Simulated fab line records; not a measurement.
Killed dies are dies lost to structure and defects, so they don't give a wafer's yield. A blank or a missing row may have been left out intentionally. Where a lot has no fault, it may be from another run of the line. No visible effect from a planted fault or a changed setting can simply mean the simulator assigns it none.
Which tool was responsible? / flow gf180mcu / 13 lots with 39 wafers sampled at 5 steps, on a route of 602 steps

== WHAT THE GAUGES READ, wafer by wafer ==
GF_MVPSD_OVL_MEAS_07. Usual: MVPSD_OVL gives 0.0 nm (standard deviation 1.1).
lot=L219; measured=day 4 23:57; on=overlay-01; MVPSD_OVL (nm)=-0.4 0.3 0.7; flag=
lot=L220; measured=day 5 06:09; on=overlay-01; MVPSD_OVL (nm)=0.7 0.5 0.1; flag=
lot=L221; measured=day 5 10:24; on=overlay-01; MVPSD_OVL (nm)=2.5 0.7 1.6; flag=
lot=L225; measured=day 6 11:15; on=overlay-02; MVPSD_OVL (nm)=0.0 0.1 0.0; flag=
lot=L226; measured=day 6 17:55; on=overlay-02; MVPSD_OVL (nm)=0.4 1.3 -1.2; flag=
lot=L227; measured=day 6 23:12; on=overlay-02; MVPSD_OVL (nm)=-1.8 0.7 -1.0; flag=
lot=L228; measured=day 7 09:58; on=overlay-01; MVPSD_OVL (nm)=0.7 0.6 0.0; flag=
lot=L229; measured=day 7 13:34; on=overlay-02; MVPSD_OVL (nm)=-1.2 -0.1 -2.0; flag=
lot=L230; measured=day 7 20:26; on=overlay-02; MVPSD_OVL (nm)=0.5 0.5 1.3; flag=
lot=L231; measured=day 8 00:53; on=overlay-01; MVPSD_OVL (nm)=0.2 0.6 -0.6; flag=
lot=L232; measured=day 8 07:33; on=overlay-01; MVPSD_OVL (nm)=0.7 0.3 0.4; flag=
lot=L236; measured=day 9 05:19; on=overlay-02; MVPSD_OVL (nm)=-1.1 -0.4 0.3; flag=
lot=L242; measured=day 10 17:22; on=overlay-02; MVPSD_OVL (nm)=2.0 1.8 0.7; flag=

GF_POLY_GATE_CD_MEAS_18. Usual: 279.2 nm for cd_nm, sd 1.7.
lot=L219; measured=day 9 09:28; on=cd_sem-02; cd_nm (nm)=278.3 278.9 277.8; flag=
lot=L220; measured=day 9 19:06; on=cd_sem-01; cd_nm (nm)=279.0 278.8 278.5; flag=
lot=L221; measured=day 9 20:23; on=cd_sem-02; cd_nm (nm)=278.4 278.7 277.5; flag=
lot=L225; measured=day 11 06:07; on=cd_sem-02; cd_nm (nm)=277.3 276.5 275.9; flag=
lot=L226; measured=day 11 14:37; on=cd_sem-02; cd_nm (nm)=283.5 280.7 280.6; flag=
lot=L227; measured=day 11 14:38; on=cd_sem-01; cd_nm (nm)=277.9 277.4 278.3; flag=
lot=L228; measured=day 12 00:32; on=cd_sem-02; cd_nm (nm)=282.9 280.6 280.7; flag=
lot=L229; measured=day 12 08:49; on=cd_sem-02; cd_nm (nm)=278.3 277.0 278.2; flag=
lot=L230; measured=day 12 13:20; on=cd_sem-02; cd_nm (nm)=280.6 277.7 279.0; flag=
lot=L231; measured=day 12 18:49; on=cd_sem-01; cd_nm (nm)=278.8 276.6 278.2; flag=
lot=L232; measured=day 13 05:32; on=cd_sem-01; cd_nm (nm)=281.1 281.1 280.5; flag=
lot=L236; measured=day 14 06:53; on=cd_sem-01; cd_nm (nm)=276.5 277.9 277.4; flag=
lot=L242; measured=day 16 03:29; on=cd_sem-01; cd_nm (nm)=279.3 275.5 279.3; flag=

GF_HV_LDD_CD_MEAS_19: the cd target is 400 nm. Usual: 399.1 nm for cd_nm, sd 2.1.
lot=L219; measured=day 10 19:35; on=cd_sem-02; cd_nm (nm)=401.1 400.0 398.5; flag=
lot=L220; measured=day 11 06:58; on=cd_sem-02; cd_nm (nm)=398.7 396.5 397.0; flag=
lot=L221; measured=day 11 08:51; on=cd_sem-02; cd_nm (nm)=395.6 396.3 397.1; flag=
lot=L225; measured=day 12 20:11; on=cd_sem-02; cd_nm (nm)=396.3 396.9 396.4; flag=
lot=L226; measured=day 13 07:11; on=cd_sem-02; cd_nm (nm)=399.2 399.9 401.0; flag=
lot=L227; measured=day 13 06:55; on=cd_sem-01; cd_nm (nm)=400.6 400.2 399.8; flag=
lot=L228; measured=day 13 15:59; on=cd_sem-02; cd_nm (nm)=396.8 399.3 399.9; flag=
lot=L229; measured=day 14 00:48; on=cd_sem-02; cd_nm (nm)=395.8 395.7 399.2; flag=
lot=L230; measured=day 14 05:21; on=cd_sem-02; cd_nm (nm)=400.5 400.8 400.6; flag=
lot=L231; measured=day 14 12:18; on=cd_sem-01; cd_nm (nm)=395.1 395.2 398.2; flag=
lot=L232; measured=day 14 23:35; on=cd_sem-01; cd_nm (nm)=401.8 402.9 401.0; flag=
lot=L236; measured=day 16 01:59; on=cd_sem-02; cd_nm (nm)=397.5 396.6 398.6; flag=
lot=L242; measured=day 18 01:23; on=cd_sem-02; cd_nm (nm)=311.1 402.0 398.8; flag=OFF

== WHAT TOOL EACH LOT RAN ON (gives the tool, then ch and the chambers of the sampled wafers, and finally the start) ==
lot=L219; GF_VT_IMPLANT_STRIP_42=plasma_asher-02 ch 0,1, day 7 12:20; GF_HV_LDD_DEVELOP_18=litho_track-02 ch 0, day 10 19:26
lot=L220; GF_VT_IMPLANT_STRIP_42=plasma_asher-04 ch 0,1, day 7 19:08; GF_HV_LDD_DEVELOP_18=litho_track-02 ch 0, day 11 06:49
lot=L221; GF_VT_IMPLANT_STRIP_42=plasma_asher-02 ch 0,1, day 8 00:34; GF_HV_LDD_DEVELOP_18=litho_track-01 ch 0, day 11 08:43
lot=L225; GF_VT_IMPLANT_STRIP_42=plasma_asher-01 ch 0,1, day 9 04:27; GF_HV_LDD_DEVELOP_18=litho_track-01 ch 0, day 12 20:02
lot=L226; GF_VT_IMPLANT_STRIP_42=plasma_asher-01 ch 0,1, day 9 12:08; GF_HV_LDD_DEVELOP_18=litho_track-03 ch 0, day 13 07:02
lot=L227; GF_VT_IMPLANT_STRIP_42=plasma_asher-02 ch 0,1, day 9 16:38; GF_HV_LDD_DEVELOP_18=litho_track-03 ch 0, day 13 06:46
lot=L228; GF_VT_IMPLANT_STRIP_42=plasma_asher-02 ch 0,1, day 10 05:03; GF_HV_LDD_DEVELOP_18=litho_track-01 ch 0, day 13 15:50
lot=L229; GF_VT_IMPLANT_STRIP_42=plasma_asher-01 ch 0,1, day 10 08:59; GF_HV_LDD_DEVELOP_18=litho_track-01 ch 0, day 14 00:39
lot=L230; GF_VT_IMPLANT_STRIP_42=plasma_asher-01 ch 0,1, day 10 15:06; GF_HV_LDD_DEVELOP_18=litho_track-01 ch 0, day 14 05:12
lot=L231; GF_VT_IMPLANT_STRIP_42=plasma_asher-02 ch 0,1, day 10 21:23; GF_HV_LDD_DEVELOP_18=litho_track-01 ch 0, day 14 12:09
lot=L232; GF_VT_IMPLANT_STRIP_42=plasma_asher-01 ch 0,1, day 11 04:08; GF_HV_LDD_DEVELOP_18=litho_track-03 ch 0, day 14 23:26
lot=L236; GF_VT_IMPLANT_STRIP_42=plasma_asher-02 ch 0,1, day 12 05:39; GF_HV_LDD_DEVELOP_18=litho_track-02 ch 0, day 16 01:50
lot=L242; GF_VT_IMPLANT_STRIP_42=plasma_asher-04 ch 0,1, day 13 23:43; GF_HV_LDD_DEVELOP_18=litho_track-02 ch 0, day 18 01:14
- GF_VT_IMPLANT_STRIP_42: strips in O2/N2.
- GF_HV_LDD_DEVELOP_18: develop time 60 s.

== WHAT THE TOOLS THEMSELVES READ (means of the sampled wafers that have a number; where no wafer has one, the mark that the record gives instead) ==
GF_VT_IMPLANT_STRIP_42. Usual: drypump_motor_current_A 5.7 A, standard deviation 0.39; heater_power_w 340 W, standard deviation 35; o2_flow_sccm 2999 sccm, standard deviation 8.8; oes_product_au 0.716 a.u., standard deviation 0.0044; strip_time_to_endpoint_s 12.62 s, standard deviation 0.035.
lot=L219; tool=plasma_asher-02; drypump_motor_current_A (A)=5.9; heater_power_w (W)=350; o2_flow_sccm (sccm)=3001; oes_product_au (a.u.)=0.714; strip_time_to_endpoint_s (s)=12.60; flag=
lot=L220; tool=plasma_asher-04; drypump_motor_current_A (A)=5.4; heater_power_w (W)=285; o2_flow_sccm (sccm)=2991; oes_product_au (a.u.)=0.719; strip_time_to_endpoint_s (s)=12.67; flag=
lot=L221; tool=plasma_asher-02; drypump_motor_current_A (A)=5.9; heater_power_w (W)=352; o2_flow_sccm (sccm)=3007; oes_product_au (a.u.)=0.713; strip_time_to_endpoint_s (s)=12.58; flag=
lot=L225; tool=plasma_asher-01; drypump_motor_current_A (A)=5.4; heater_power_w (W)=340; o2_flow_sccm (sccm)=3004; oes_product_au (a.u.)=0.714; strip_time_to_endpoint_s (s)=12.59; flag=
lot=L226; tool=plasma_asher-01; drypump_motor_current_A (A)=5.5; heater_power_w (W)=342; o2_flow_sccm (sccm)=3001; oes_product_au (a.u.)=0.718; strip_time_to_endpoint_s (s)=12.65; flag=
lot=L227; tool=plasma_asher-02; drypump_motor_current_A (A)=5.9; heater_power_w (W)=350; o2_flow_sccm (sccm)=2999; oes_product_au (a.u.)=0.718; strip_time_to_endpoint_s (s)=12.66; flag=
lot=L228; tool=plasma_asher-02; drypump_motor_current_A (A)=5.8; heater_power_w (W)=352; o2_flow_sccm (sccm)=2999; oes_product_au (a.u.)=0.713; strip_time_to_endpoint_s (s)=12.58; flag=
lot=L229; tool=plasma_asher-01; drypump_motor_current_A (A)=5.5; heater_power_w (W)=342; o2_flow_sccm (sccm)=2991; oes_product_au (a.u.)=0.713; strip_time_to_endpoint_s (s)=12.63; flag=
lot=L230; tool=plasma_asher-01; drypump_motor_current_A (A)=5.4; heater_power_w (W)=339; o2_flow_sccm (sccm)=3006; oes_product_au (a.u.)=0.716; strip_time_to_endpoint_s (s)=12.66; flag=
lot=L231; tool=plasma_asher-02; drypump_motor_current_A (A)=5.9; heater_power_w (W)=341; o2_flow_sccm (sccm)=3001; oes_product_au (a.u.)=0.721; strip_time_to_endpoint_s (s)=12.60; flag=
lot=L232; tool=plasma_asher-01; drypump_motor_current_A (A)=5.4; heater_power_w (W)=333; o2_flow_sccm (sccm)=2998; oes_product_au (a.u.)=0.718; strip_time_to_endpoint_s (s)=12.61; flag=
lot=L236; tool=plasma_asher-02; drypump_motor_current_A (A)=6.1; heater_power_w (W)=375; o2_flow_sccm (sccm)=3001; oes_product_au (a.u.)=0.715; strip_time_to_endpoint_s (s)=12.60; flag=
lot=L242; tool=plasma_asher-04; drypump_motor_current_A (A)=5.4; heater_power_w (W)=285; o2_flow_sccm (sccm)=3001; oes_product_au (a.u.)=0.717; strip_time_to_endpoint_s (s)=12.59; flag=

== THE ANSWER, worked out from the rows above alone ==
Rule: a lot counts as off when the mean over its wafers that have a number is more than 3 standard deviations away from the usual mean. Also off: a lot with no number at a reading for which 4 or more lots have one. The other lots that the step has rows for count as sound. The gauges are gone through in route order, then the tools' own readings, and for those a lot's mean is taken as printed above. The first step at which some lot is off is used, and at that step the reading that is off furthest; a lot without a number counts as furthest.
Off: L242 (GF_HV_LDD_CD_MEAS_19, cd_nm).
If a tool, at a process step before that reading, ran all the lots that are off and no sound lot after the first of them, it fits. Gauges at GF_HV_LDD_CD_MEAS_19: tried the same way as those tools. Can't be told from this: 3 tools fit, plasma_asher-04 at GF_VT_IMPLANT_STRIP_42, litho_track-02 at GF_HV_LDD_DEVELOP_18, cd_sem-02 at GF_HV_LDD_CD_MEAS_19.

== WHAT WAS PUT IN BY THE SIMULATOR ==
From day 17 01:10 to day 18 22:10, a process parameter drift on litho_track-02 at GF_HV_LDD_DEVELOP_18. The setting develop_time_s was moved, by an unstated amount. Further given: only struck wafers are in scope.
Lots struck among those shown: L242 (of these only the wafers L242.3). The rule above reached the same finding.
